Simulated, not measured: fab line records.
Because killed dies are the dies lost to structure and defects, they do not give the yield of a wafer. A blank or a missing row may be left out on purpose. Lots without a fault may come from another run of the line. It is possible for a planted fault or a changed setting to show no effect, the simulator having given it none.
Shared-tool check :: flow sky130 :: Sample size 13 lots and 45 wafers

WHAT PROMPTED THE OPENING
2 of 13 lots carry a flag on the reading VT_ADJUST_LVTN_2_TW at SKY_VT_ADJUST_LVTN_TW_MEAS_21. Wafers without a fault read 189.2, standard deviation 1.6.
Rule: a lot is flagged when every wafer of it that has a number lies more than 4 standard deviations from that mean, or none has a number. As for the other lots, they are considered sound.

lot: L589
measured: day 7 11:28
on: film_metro-01
VT_ADJUST_LVTN_2_TW, wafer by wafer: 190.8 190.4 190.3
flag: 

lot: L591
measured: day 8 07:34
on: film_metro-04
VT_ADJUST_LVTN_2_TW, wafer by wafer: 190.3 188.8 190.1
flag: 

lot: L592
measured: day 8 14:08
on: film_metro-04
VT_ADJUST_LVTN_2_TW, wafer by wafer: 189.8 189.9 188.8
flag: 

lot: L594
measured: day 9 03:59
on: film_metro-03
VT_ADJUST_LVTN_2_TW, wafer by wafer: 188.2 188.0 187.1
flag: 

lot: L596
measured: day 9 12:23
on: film_metro-01
VT_ADJUST_LVTN_2_TW, wafer by wafer: 190.7 191.3 191.6
flag: 

lot: L602
measured: day 11 11:40
on: film_metro-04
VT_ADJUST_LVTN_2_TW, wafer by wafer: 188.7 187.8 189.5
flag: 

lot: L605
measured: day 12 04:52
on: film_metro-04
VT_ADJUST_LVTN_2_TW, wafer by wafer: 104.3 103.9 104.3 104.3 104.6 104.3
flag: FLAGGED

lot: L606
measured: day 12 11:19
on: film_metro-03
VT_ADJUST_LVTN_2_TW, wafer by wafer: 103.3 104.5 103.5 104.9 104.4 103.6
flag: FLAGGED

lot: L607
measured: day 12 16:53
on: film_metro-04
VT_ADJUST_LVTN_2_TW, wafer by wafer: 188.9 189.2 188.8
flag: 

lot: L608
measured: day 13 00:58
on: film_metro-01
VT_ADJUST_LVTN_2_TW, wafer by wafer: 192.1 191.9 192.4
flag: 

lot: L609
measured: day 13 05:43
on: film_metro-04
VT_ADJUST_LVTN_2_TW, wafer by wafer: 188.5 190.2 189.4
flag: 

lot: L610
measured: day 13 11:33
on: film_metro-03
VT_ADJUST_LVTN_2_TW, wafer by wafer: 188.0 187.8 187.6
flag: 

lot: L611
measured: day 14 02:10
on: film_metro-03
VT_ADJUST_LVTN_2_TW, wafer by wafer: 186.7 188.1 188.4
flag: 
The mean of the flagged lots' numbers is 104.2, -85.0 from the usual (-53 standard deviations).

WHICH TOOL RAN EACH LOT
The record keeps 1 process step preceding the reading, out of 708 steps on the route. Each cell gives the tool, then ch followed by the chambers the sampled wafers passed through, then the start.
lot: L589
flag: 
SKY_VT_ADJUST_LVTN_IMPLANT_19: implanter-03 ch 0, day 7 11:13

lot: L591
flag: 
SKY_VT_ADJUST_LVTN_IMPLANT_19: implanter-04 ch 0, day 8 07:19

lot: L592
flag: 
SKY_VT_ADJUST_LVTN_IMPLANT_19: implanter-03 ch 0, day 8 13:53

lot: L594
flag: 
SKY_VT_ADJUST_LVTN_IMPLANT_19: implanter-03 ch 0, day 9 03:46

lot: L596
flag: 
SKY_VT_ADJUST_LVTN_IMPLANT_19: implanter-04 ch 0, day 9 12:10

lot: L602
flag: 
SKY_VT_ADJUST_LVTN_IMPLANT_19: implanter-04 ch 0, day 11 11:26

lot: L605
flag: FLAGGED
SKY_VT_ADJUST_LVTN_IMPLANT_19: implanter-04 ch 0, day 12 04:38

lot: L606
flag: FLAGGED
SKY_VT_ADJUST_LVTN_IMPLANT_19: implanter-04 ch 0, day 12 11:05

lot: L607
flag: 
SKY_VT_ADJUST_LVTN_IMPLANT_19: implanter-02 ch 0, day 12 16:41

lot: L608
flag: 
SKY_VT_ADJUST_LVTN_IMPLANT_19: implanter-02 ch 0, day 13 00:43

lot: L609
flag: 
SKY_VT_ADJUST_LVTN_IMPLANT_19: implanter-02 ch 0, day 13 05:29

lot: L610
flag: 
SKY_VT_ADJUST_LVTN_IMPLANT_19: implanter-03 ch 0, day 13 11:20

lot: L611
flag: 
SKY_VT_ADJUST_LVTN_IMPLANT_19: implanter-02 ch 0, day 14 01:56
What is done by these steps:
- SKY_VT_ADJUST_LVTN_IMPLANT_19
- SKY_VT_ADJUST_LVTN_TW_MEAS_21

FLAGGED AGAINST TOTAL, ONE TOOL AT A TIME (gauges that did the reading follow at the end)
step: SKY_VT_ADJUST_LVTN_IMPLANT_19
tool: implanter-02
lots run: 4
flagged: 0
share of the flagged lots: none
sound lots run after its first flagged lot: -

step: SKY_VT_ADJUST_LVTN_IMPLANT_19
tool: implanter-03
lots run: 4
flagged: 0
share of the flagged lots: none
sound lots run after its first flagged lot: -

step: SKY_VT_ADJUST_LVTN_IMPLANT_19
tool: implanter-04
lots run: 5
flagged: 2
share of the flagged lots: all
sound lots run after its first flagged lot: 0

step: SKY_VT_ADJUST_LVTN_TW_MEAS_21
tool: film_metro-01
lots run: 3
flagged: 0
share of the flagged lots: none
sound lots run after its first flagged lot: -

step: SKY_VT_ADJUST_LVTN_TW_MEAS_21
tool: film_metro-03
lots run: 4
flagged: 1
share of the flagged lots: some
sound lots run after its first flagged lot: 2 (L610,L611)

step: SKY_VT_ADJUST_LVTN_TW_MEAS_21
tool: film_metro-04
lots run: 6
flagged: 1
share of the flagged lots: some
sound lots run after its first flagged lot: 2 (L607,L609)

THE TABLE: WHAT IT ALLOWS
All flagged lots share 1 row of the table, namely implanter-04 at SKY_VT_ADJUST_LVTN_IMPLANT_19.
- implanter-04 at SKY_VT_ADJUST_LVTN_IMPLANT_19 ran 5 lots, 2 of them flagged. Its last sound lot is L602 (day 11 11:26), its first flagged lot L605 (day 12 04:38): a fault that began between those two fits. Its own readings (dose_ions_cm2, faraday_current_uA) fall more than 4 standard deviations out on all wafers of the flagged lots.
What remains is a single tool, implanter-04 at SKY_VT_ADJUST_LVTN_IMPLANT_19.

WHAT THE SIMULATOR HAD INSERTED
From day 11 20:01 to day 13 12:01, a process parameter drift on implanter-04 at SKY_VT_ADJUST_LVTN_IMPLANT_19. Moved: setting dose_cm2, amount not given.
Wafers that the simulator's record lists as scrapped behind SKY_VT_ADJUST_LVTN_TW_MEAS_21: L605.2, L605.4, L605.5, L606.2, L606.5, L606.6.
Lots struck among those shown: L605, L606. The rule above reached the same finding.
